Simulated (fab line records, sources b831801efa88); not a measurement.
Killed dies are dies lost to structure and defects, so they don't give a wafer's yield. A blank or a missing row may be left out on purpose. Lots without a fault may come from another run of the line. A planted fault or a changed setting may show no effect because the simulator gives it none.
Which tool did it? | flow sky130 | 6 lots, 18 wafers sampled, at 2 steps of a route of 708

WHAT THE GAUGES READ, wafer by wafer
SKY_CAP2M_THK_MEAS_04: measures by xrf.
lot  | measured     | on            | CAP2M_TIN_THK (nm)
L579 | day 40 00:01 | film_metro-01 | 201.4 203.9 201.0
L582 | day 41 04:17 | film_metro-03 | 202.1 198.3 200.9
L584 | day 41 23:01 | film_metro-04 | 200.1 202.4 201.2
L590 | day 43 17:43 | film_metro-03 | 204.5 204.9 204.4
L596 | day 45 06:25 | film_metro-04 | 200.3 200.8 200.5
L600 | day 46 04:12 | film_metro-04 | 199.1 203.1 199.2

WHICH TOOL RAN EACH LOT (tool, then ch and the chambers of the sampled wafers, then the start)
lot  | SKY_METAL4_SPUTTER_02
L579 | pvd_sputter-02, day 39 23:36
L582 | pvd_sputter-04, day 41 03:51
L584 | pvd_sputter-04, day 41 22:36
L590 | pvd_sputter-02, day 43 17:18
L596 | pvd_sputter-04, day 45 06:00
L600 | pvd_sputter-03, day 46 03:47
- SKY_METAL4_SPUTTER_02: material AlCu, target thk 735 nm, time 39.1 s.

THE ANSWER, worked out from the rows above alone
Rule: what is usual is taken from the lots themselves. Put in order of their means at a reading, lots are off if they are a third of the lots or fewer, leave a main group of 4 or more, and stand apart from it by a gap of 3 or more times the standard deviation of the main group's means; of several such gaps the widest counts. A main group whose means are all the same, to the digits that the tables above print for the reading, isn't used. A lot without any number at a reading at which 4 lots or more have one is off too. The other lots that the step has rows for count as sound.
Off: L590, at SKY_CAP2M_THK_MEAS_04 (CAP2M_TIN_THK). The main group: mean 201.0 nm, standard deviation 0.64.
A tool fits if, at a process step before that reading, it ran every lot that is off, and no sound lot after the first of them. The gauges at SKY_CAP2M_THK_MEAS_04 are tried like those tools. Can't be told from this: 2 tools fit, pvd_sputter-02 at SKY_METAL4_SPUTTER_02, film_metro-03 at SKY_CAP2M_THK_MEAS_04.

WHAT THE SIMULATOR HAD PUT IN
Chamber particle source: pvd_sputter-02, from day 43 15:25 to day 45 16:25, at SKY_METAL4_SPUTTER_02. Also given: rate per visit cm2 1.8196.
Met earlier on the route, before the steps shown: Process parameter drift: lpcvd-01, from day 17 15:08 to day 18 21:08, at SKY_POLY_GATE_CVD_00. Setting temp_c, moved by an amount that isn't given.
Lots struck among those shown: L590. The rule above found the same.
